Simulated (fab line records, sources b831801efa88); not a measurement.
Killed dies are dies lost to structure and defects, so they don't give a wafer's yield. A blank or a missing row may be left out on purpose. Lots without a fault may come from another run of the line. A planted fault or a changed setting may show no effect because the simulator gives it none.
fab line records | flow sfq_line
record lots=6 wafers=18 last_day=92
route steps=325 shown M2@88
lots that met no fault: from a run of the same line without faults
start_h: hours from the record's first day to the start of the lot's first wafer shown | wait_h: hours since the lot's step before | " the same as in the row above | L1.1+2: a row that stands for several wafers | - no value, or no start given | * or withheld: withheld | < > ~ a bound
route shown NAME@n: a module of which the file shows steps, and the number in the route of the first | usual: mean/standard deviation of fault-free wafers | same: alike in all rows | chamber/n: place in a boat | sites: the reading at each site | _std_site: their standard deviation | _edge_site: outer sites' mean less inner sites' | radius_mm: how far each site lies from the wafer's centre | mask NAME#n: copy n | behind: the tool/chamber that last shaped the wafer | hold: why the lot was held/for how many hours/how that ended | device: the transistor (n, p or np) that didn't switch | end of line: the same wafers' tests at the end of the route | a step without rows: its recipe alone | killed: dies lost to structure and defects at the first sort, not the wafer's yield | map: a wafer's dies, x killed, . not, _ none there
set.NAME: the setting as run; set.NAME@STEP: as run at that earlier step | model.NAME: the simulator's own value behind a step, which no gauge read
lots at some steps of the route; a table a step, a row a wafer
services: from which hour (start_h, from the record's first day; less than 0 if before it) a tool's chamber was out of use, for how many hours, and why
## steps
# step SFQ_TRILAYER_M2_DEP_PRE_CLEAN_056
# recipe gas=Ar time_s=22.5 bias_v=250
# step SFQ_TRILAYER_M2_DEP_SPUTTER_055
# recipe material=Nb base_pressure_pa=1.33e-06 chamber_pressure_pa=0.1333 substrate_temp_c=20 resputter_cathode_voltage_v=400 target_thk_nm=200 power_w=2000 time_s=133.3
# usual throttle_valve_pct=29.6/0.57
# columns lot.wafer tool chamber start_h wait_h throttle_valve_pct
L634.1 pvd_sputter-03 - 698.78 0.0 30.6
L634.5 " - " " 29.5
L634.6 " - " " 29.6
L637.3 pvd_sputter-03 - 725.78 0.0 30.6
L637.4 " - " " 29.7
L637.6 " - " " 29.0
L643.1 pvd_sputter-06 - 780.85 0.0 29.9
L643.2 " - " " 28.3
L643.6 " - " " 29.3
L645.2 pvd_sputter-06 - 785.78 0.0 29.8
L645.5 " - " " 28.5
L645.6 " - " " 29.9
L650.2 pvd_sputter-03 - 795.38 0.0 29.2
L650.4 " - " " 30.1
L650.5 " - " " 29.7
L655.2 pvd_sputter-03 - 803.78 0.0 29.7
L655.5 " - " " 30.4
L655.6 " - " " 29.1
# step SFQ_M2_RS_MEAS_914
# recipe thk_meas_gauge=four-point-probe reads=Nb_of_TRILAYER_M2_DEP_SPUTTER_055
# usual M2_NB_RS=0.889/0.012
# columns lot.wafer tool chamber start_h wait_h M2_NB_RS[ohm/sq]
L634.1 film_metro-03 - 698.87 0.0 0.867
L634.5 " - " " 0.876
L634.6 " - " " 0.876
L637.3 film_metro-01 - 725.91 0.1 0.880
L637.4 " - " " 0.886
L637.6 " - " " 0.877
L643.1 film_metro-03 - 780.95 0.0 0.899
L643.2 " - " " 0.921
L643.6 " - " " 0.914
L645.2 film_metro-02 - 785.89 0.1 0.901
L645.5 " - " " 0.917
L645.6 " - " " 0.904
L650.2 film_metro-02 - 795.49 0.1 0.881
L650.4 " - " " 0.883
L650.5 " - " " 0.882
L655.2 film_metro-02 - 803.89 0.1 0.902
L655.5 " - " " 0.892
L655.6 " - " " 0.892
# step SFQ_TRILAYER_M2_LITHO_COAT_062
# recipe resist=BARC spin_rpm=3000 resist_thk_nm=62
# step SFQ_TRILAYER_M2_LITHO_COAT_057
# recipe resist=KrF spin_rpm=3000 resist_thk_nm=600
# step SFQ_TRILAYER_M2_LITHO_SOFTBAKE_061
# recipe temp_c=withheld time_s=withheld resist=KrF
# step SFQ_TRILAYER_M2_LITHO_EXPOSE_058
# recipe mask_id=M2 na=0.6 source_shape=conventional sigma_outer=0.65 target_cd_nm=500 dose_mj=14.4
# step SFQ_TRILAYER_M2_LITHO_PEB_060
# recipe peb_temp_c=115 peb_time_s=60 resist=KrF
# step SFQ_TRILAYER_M2_LITHO_DEVELOP_059
# recipe time_s=60 resist=KrF
# step SFQ_M2_OVL_MEAS_916
# usual M2_OVL=-2/5.6
# columns lot.wafer tool chamber start_h wait_h M2_OVL[nm]
L634.1 overlay-02 - 854.61 0.1 5
L634.5 " - " " -3
L634.6 " - " " 1
L637.3 overlay-01 - 877.42 0.1 -1
L637.4 " - " " 2
L637.6 " - " " -5
L643.1 overlay-02 - 930.83 0.1 -9
L643.2 " - " " -6
L643.6 " - " " -3
L645.2 overlay-01 - 934.44 0.1 -1
L645.5 " - " " 1
L645.6 " - " " 0
L650.2 overlay-01 - 944.04 0.1 -9
L650.4 " - " " -10
L650.5 " - " " -14
L655.2 overlay-01 - 952.44 0.1 -7
L655.5 " - " " -5
L655.6 " - " " -8
# step SFQ_TRILAYER_M2_BARC_OPEN_METAL_ETCH_077
# recipe mask_material=PR chemistry=O2 target_depth_nm=125 target=BARC icp_w=600 bias_w=80 pressure_mtorr=10 time_s=41.7
# usual bias_w=79.97/0.22 drypump_motor_current_A=6.09/0.3 oes_product_au=0.685/0.0049
# columns lot.wafer tool chamber start_h wait_h bias_w drypump_motor_current_A oes_product_au rf_hours_counter_h
L634.1 rie_metal-02 0 854.65 0.0 80.10 6.23 0.687 5
L634.5 " 1 " " 79.58 5.92 0.690 -
L634.6 " 0 " " 80.16 6.26 0.687 -
L637.3 rie_metal-03 0 877.47 0.0 80.09 6.57 0.681 -
L637.4 " 1 " " 80.09 5.73 0.684 -
L637.6 " 0 " " 80.20 6.60 0.692 -
L643.1 rie_metal-03 0 930.87 0.0 79.69 6.59 0.689 139
L643.2 " 1 " " 79.71 5.73 0.695 126
L643.6 " 0 " " 80.06 6.58 0.686 -
L645.2 rie_metal-03 0 934.47 0.0 79.98 6.59 0.687 140
L645.5 " 0 " " 79.95 6.59 0.692 -
L645.6 " 1 " " 79.47 5.75 0.688 -
L650.2 rie_metal-01 1 944.07 0.0 80.00 6.11 0.688 49
L650.4 " 1 " " 79.75 6.08 0.685 -
L650.5 " 0 " " 79.80 5.99 0.688 -
L655.2 rie_metal-01 0 952.47 0.0 80.00 5.92 0.684 87
L655.5 " 0 " " 79.89 5.93 0.688 -
L655.6 " 1 " " 79.86 6.11 0.673 -
# step SFQ_TRILAYER_M2_ETCH_METAL_ETCH_060
# recipe target=Nb stop_on=SiO2 mask_material=PR chemistry=Cl2/Ar target_depth_nm=240 icp_w=600 bias_w=80 pressure_mtorr=10 time_s=120
# usual bias_w=80.00/0.22 drypump_motor_current_A=6.09/0.3 oes_product_au=0.895/0.0085
# columns lot.wafer tool chamber start_h wait_h bias_w drypump_motor_current_A oes_product_au rf_hours_counter_h model.KrF_of_TRILAYER_M2_LITHO_COAT_057.thk_nm
L634.1 rie_metal-02 0 854.70 0.0 79.46 6.24 0.907 5 378.3
L634.5 " 1 " " 79.85 5.92 0.901 - 378.5
L634.6 " 0 " " 79.51 6.25 0.902 - 378.6
L637.3 rie_metal-03 0 877.55 0.1 79.52 6.60 0.899 - 385.9
L637.4 " 1 " " 79.96 5.72 0.892 - 381.9
L637.6 " 0 " " 79.92 6.61 0.907 - 384.9
L643.1 rie_metal-03 0 930.93 0.0 66.66 6.60 0.888 139 392.3
L643.2 " 1 " " 79.79 5.74 0.885 126 383.5
L643.6 " 0 " " 66.52 6.58 0.883 - 392.1
L645.2 rie_metal-03 0 934.53 0.0 67.13 6.60 0.887 140 394.6
L645.5 " 0 " " 66.80 6.63 0.879 - 395.4
L645.6 " 1 " " 80.11 5.73 0.881 - 387.7
L650.2 rie_metal-01 1 944.13 0.0 80.50 6.06 0.902 49 385.2
L650.4 " 1 " " 80.13 6.08 0.905 - 383.9
L650.5 " 0 " " 79.98 5.93 0.901 - 378.8
L655.2 rie_metal-01 0 952.53 0.0 79.81 5.92 0.888 87 379.4
L655.5 " 0 " " 80.14 5.95 0.883 - 380.6
L655.6 " 1 " " 80.23 6.05 0.892 - 382.5
# step SFQ_TRILAYER_M2_STRIP_STRIP_061
# recipe gas=O2 power_w=200 platen_temp_c=40 overash_fraction=0.65 chemistry=O2 pressure_mtorr=50
# usual drypump_motor_current_A=6.09/0.3 oes_product_au=1.000/0.0097
# columns lot.wafer tool chamber start_h wait_h drypump_motor_current_A oes_product_au rf_hours_counter_h
L634.1 rie_metal-02 0 854.83 0.1 6.24 1.006 5
L634.5 " 1 " " 5.89 0.993 -
L634.6 " 0 " " 6.19 1.007 -
L637.3 rie_metal-03 0 877.83 0.2 6.59 0.987 -
L637.4 " 1 " " 5.73 0.995 -
L637.6 " 0 " " 6.60 0.999 -
L643.1 rie_metal-03 0 931.05 0.1 6.55 0.999 139
L643.2 " 1 " " 5.75 0.994 126
L643.6 " 0 " " 6.56 0.991 -
L645.2 rie_metal-03 0 934.65 0.1 6.60 0.986 140
L645.5 " 0 " " 6.58 0.988 -
L645.6 " 1 " " 5.74 0.989 -
L650.2 rie_metal-01 1 944.25 0.1 6.07 0.990 49
L650.4 " 1 " " 6.06 0.996 -
L650.5 " 0 " " 5.93 1.010 -
L655.2 rie_metal-01 0 952.65 0.1 5.98 1.015 87
L655.5 " 0 " " 5.95 1.015 -
L655.6 " 1 " " 6.08 0.994 -
## services
# columns tool chamber start_h hours kind
pvd_sputter-03 - 682.04 2.6 repair
rie_metal-01 1 721.31 7.4 repair
pvd_sputter-06 - 721.54 3.2 repair
pvd_sputter-06 - 722.54 1.9 repair
pvd_sputter-06 - 786.74 2.8 repair
pvd_sputter-03 - 789.10 1.3 repair
rie_metal-02 0 793.02 - clean
rie_metal-02 0 793.02 22.6 scheduled_down
rie_metal-02 0 793.02 22.6 vent_cycle
rie_metal-01 - 806.23 1.0 repair
rie_metal-03 - 849.43 2.8 pm
rie_metal-02 - 856.69 1.8 repair
rie_metal-02 0 857.51 29.8 repair
rie_metal-01 - 879.97 14.6 pm
rie_metal-02 0 904.56 2.7 repair
rie_metal-03 - 914.82 2.3 repair
pvd_sputter-03 - 922.14 1.5 repair
pvd_sputter-03 - 927.10 4.2 repair
pvd_sputter-03 3 937.21 - consumable_replace:kit
pvd_sputter-03 3 937.21 18.0 scheduled_down
pvd_sputter-03 3 937.21 18.0 vent_cycle
## key
first_sign step=SFQ_TRILAYER_M2_ETCH_METAL_ETCH_060 reading=bias_w direction=down sigmas=59 usual=80.00 struck=66.78
effect none on later readings
model_effect step=SFQ_TRILAYER_M2_ETCH_METAL_ETCH_060 value=KrF_of_TRILAYER_M2_LITHO_COAT_057.thk_nm without=385.1 struck=393.6
met_at SFQ_TRILAYER_M2_ETCH_METAL_ETCH_060
struck_wafers L643.1,L643.6,L645.2,L645.5
onset_between 877.55 930.93
fault kind=process_parameter_drift tool=rie_metal-03 chamber=0 onset_h=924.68 steps=SFQ_TRILAYER_M2_ETCH_METAL_ETCH_060 channel=bias_w offset=-13.171 shape=step end_h=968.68 acts_in=these_recipes_only stated=80
